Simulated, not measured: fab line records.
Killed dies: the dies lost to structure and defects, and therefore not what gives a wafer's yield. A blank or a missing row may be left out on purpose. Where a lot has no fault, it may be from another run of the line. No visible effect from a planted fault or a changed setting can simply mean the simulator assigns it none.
Chamber matching	flow sky130	4 sister chambers for SKY_CONTACT_CMP_04 on cmp-01
The step polishes SiO2. 4 wafers are shown with their chamber, then 9 later ones without.

== WAFERS, EACH WITH ITS CHAMBER ==
wafer	chamber	motor current A (A)
L671.6	0	11.5
L672.2	2	13.3
L672.4	3	11.9
L672.6	1	10.3

== WAFERS MISSING THEIR CHAMBER ==
wafer	motor current A (A)
L674.2	11.7
L674.3	14.3
L674.5	10.3
L681.3	11.6
L681.5	14.2
L681.6	12.1
L682.3	14.2
L682.4	11.6
L682.5	10.9

== WHICH CHAMBER EACH ONE RAN IN ==
wafer	from the rows above	in truth
L674.2	can't be placed: 0 or 3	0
L674.3	2	2
L674.5	1	1
L681.3	can't be placed: 0 or 3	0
L681.5	2	2
L681.6	can't be placed: 3 or 0 or 2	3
L682.3	2	2
L682.4	can't be placed: 0 or 3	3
L682.5	can't be placed: 0 or 1 or 3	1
Placed correctly: 4 of 9. Can't be placed from these rows: 5 (the true chamber is among the candidates in 5). 0 placed wrongly.
How it was worked out, from the rows above alone: a wafer's distance from a chamber is the root of the sum, over the readings, of the square of ((its reading less the chamber's mean) divided by the reading's scatter). The wafer belongs to the nearest chamber; if the next one is less than 2 further off, it can't be placed. The mean given for a chamber averages the wafers shown for that chamber. The scatter: root of mean squared gap, hidden wafer to nearest shown wafer, with one shown wafer a chamber.
